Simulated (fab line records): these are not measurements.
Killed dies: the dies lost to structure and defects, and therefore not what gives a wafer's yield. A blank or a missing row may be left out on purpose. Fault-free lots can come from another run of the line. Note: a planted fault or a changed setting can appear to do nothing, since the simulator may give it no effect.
Struck lot and sound lot, side by side | flow sky130 | 17 steps out of a route of 708
Sound: wafers L853.1, L853.3, L853.4. Wafers L858.1, L858.2, L858.6 were the ones struck. Last of all comes the cause.
Each step with rows lists, per side, the tool, then ch with its chambers, then its first start. Under that, the readings that differ: sound wafers | struck wafers | difference of the means | sigmas: that difference in standard deviations of wafers without a fault.
alike: a reading whose means differ by less than 2 such deviations, as well as words and numbers matching on both sides. not compared: withheld readings; readings where some wafer has no value; bounds like >300 that might hide an equal value; numbers whose values overlap and for which the record gives no deviation.
The two part at a step that has a row with sigmas, a row that says differs or no value, or rows on one side only. When numbers do not overlap yet have no deviation, they are printed without sigmas and do not part them. A reading missing from all wafers of one side parts the sides only when that side holds two or more wafers.

first, 1 step without rows for these wafers: SKY_LDD_N_IMPLANT_15.
SKY_LDD_N_STRIP_16: strips in O2/N2.
  sound on plasmaAsher-03 ch 0,1, day 21 17:52; struck on plasmaAsher-01 ch 0,1, day 23 06:47
  alike: drypumpMotorCurrentA, oesProductAu, stripTimeToEndpointS
  not compared: rfHoursCounterH
SKY_LDD_N_TW_MEAS_17:
  struck on filmMetro-02, day 23 06:53; sound on filmMetro-04, day 21 17:58
  alike: LDD_N_TW
then, 7 steps without rows for these wafers: SKY_LDD_P_DEHYDRATE_00 (time 60 s); SKY_LDD_P_HMDS_01 (prime time 60 s); SKY_LDD_P_COAT_02 (resist thk 1140 nm); SKY_LDD_P_SOFTBAKE_03 (time 60 s); SKY_LDD_P_EXPOSE_04 (exposes mask PSDM, target cd 380 nm); SKY_LDD_P_PEB_05; SKY_LDD_P_DEVELOP_06 (develop time 60 s).
SKY_LDD_P_CD_MEAS_07: the cd target is 380 nm.
  struck on cdSem-02, day 24 12:12; sound on cdSem-02, day 22 23:24
  alike: cdNm
SKY_LDD_P_OVL_MEAS_08:
  struck on overlay-02, day 24 12:19; sound on overlay-02, day 22 23:31
  alike: LDD_P_OVL
SKY_LDD_P_IMPLANT_09:
  sound on implanter-04 ch 0, day 22 23:34; struck on implanter-02 ch 0, day 24 12:22
reading                  | sound                | struck               | difference | sigmas
beamEnergyKeV            | 25.003 24.994 25.005 | 26.487 26.475 26.482 | +1.481     | +99 or more
model.implant.rpNm (nm)  | 20.16 20.16 20.16    | 21.55 21.55 21.55    | +1.39      | 
model.implant.drpNm (nm) | 11.41 11.41 11.41    | 11.88 11.88 11.88    | +0.47      | 
  alike: faradayCurrentUA
SKY_LDD_P_STRIP_10: strips in O2/N2.
  sound on plasmaAsher-01 ch 0,1, day 22 23:43; struck on plasmaAsher-01 ch 0,1, day 24 12:31
  alike: drypumpMotorCurrentA, oesProductAu, stripTimeToEndpointS
  not compared: rfHoursCounterH
SKY_LDD_P_TW_MEAS_11:
  struck on filmMetro-03, day 24 12:37; sound on filmMetro-02, day 22 23:49
  alike: LDD_P_TW
then, 1 step without rows for these wafers: SKY_LDD_HVN_DEHYDRATE_00 (time 60 s).
-- a jump in the record: the struck wafers' starts before and after are 25 days apart (it breaks off in module LDD_HVN and resumes in module PAD_OPEN, where the first step shown is number 708 of the route) --
SKY_PAD_OPEN_PROBE_99:
  struck on prober-02, day 49 04:28; sound on prober-01, day 48 05:53
  alike: killed_at_M0_to_M3, killed_at_M4_up, killedAtContacts, killedAtFrontEnd, killedAtOther, killedDies, killedOpen, killedShort

## WHERE THEY PART
Only at SKY_LDD_P_IMPLANT_09, within this record. Later steps at which nothing parts them and some readings are alike: SKY_LDD_P_STRIP_10, SKY_LDD_P_TW_MEAS_11, SKY_PAD_OPEN_PROBE_99.

WHY: the cause the simulator had injected
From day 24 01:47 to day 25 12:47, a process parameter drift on implanter-02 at SKY_LDD_P_IMPLANT_09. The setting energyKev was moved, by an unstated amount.
